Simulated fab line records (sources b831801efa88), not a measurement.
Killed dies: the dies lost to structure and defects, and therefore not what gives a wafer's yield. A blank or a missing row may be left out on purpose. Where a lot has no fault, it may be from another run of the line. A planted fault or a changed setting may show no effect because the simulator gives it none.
Chamber matching | flow sky130 | SKY_LI_CONTACT_CMP_24 on cmp-02: 4 sister chambers
The step polishes, stops on PSG, t overpolish 20 s, target thk 0 nm. 20 wafers are shown with their chamber, then 10 later ones without.

WAFERS, EACH WITH ITS CHAMBER
wafer  | chamber | motor-current-A (A)
L330.1 | 0       | 11.5
L330.3 | 3       | 11.1
L330.5 | 3       | 11.2
L343.2 | 3       | 10.9
L343.3 | 1       | 12.0
L343.6 | 1       | 12.0
L341.1 | 3       | 11.7
L341.3 | 2       | 10.8
L341.6 | 1       | 12.3
L342.1 | 0       | 11.3
L342.2 | 2       | 10.0
L342.4 | 3       | 11.8
L344.1 | 0       | 11.1
L344.5 | 1       | 11.9
L344.6 | 0       | 11.2
L345.1 | 1       | 12.9
L345.2 | 0       | 11.9
L345.4 | 2       | 11.0
L348.3 | 2       | 10.0
L348.5 | 0       | 11.9

SIGNATURES (means of the wafers above)
reading         | chamber 0 | chamber 1 | chamber 2 | chamber 3 | scatter within a chamber
motor-current-A | 11.483    | 12.220    | 10.450    | 11.340    | 0.412
Rule: for each reading, subtract the chamber's mean from the wafer's reading, divide by that reading's scatter and square the result; add these up over the readings and take the root, which gives the wafer's distance from the chamber. If the next closest chamber is less than 2 further off than the closest, the wafer can't be placed; otherwise it belongs to the closest. The scatter is the square root of a quotient: the sum, over the shown wafers, of each reading's squared deviation from its chamber's mean, divided by wafers minus chambers.

WAFERS MISSING THEIR CHAMBER
wafer  | motor-current-A (A)
L348.6 | 11.6
L349.2 | 12.4
L349.4 | 10.3
L349.5 | 11.3
L350.4 | 11.2
L350.5 | 11.0
L350.6 | 12.1
L351.1 | 11.5
L351.5 | 10.2
L351.6 | 10.9

EACH ONE'S CHAMBER
wafer  | from the rows above          | in truth
L348.6 | can't be placed: 0 or 3 or 1 | 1
L349.2 | can't be placed: 1 or 0      | 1
L349.4 | 2                            | 2
L349.5 | can't be placed: 3 or 0 or 2 | 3
L350.4 | can't be placed: 3 or 0 or 2 | 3
L350.5 | can't be placed: 3 or 0 or 2 | 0
L350.6 | can't be placed: 1 or 0 or 3 | 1
L351.1 | can't be placed: 0 or 3 or 1 | 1
L351.5 | 2                            | 2
L351.6 | can't be placed: 3 or 2 or 0 | 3
2 of 10 placed correctly. Not placeable from these rows: 8 (in 8, the candidates include the true chamber). Number placed wrongly: 0.
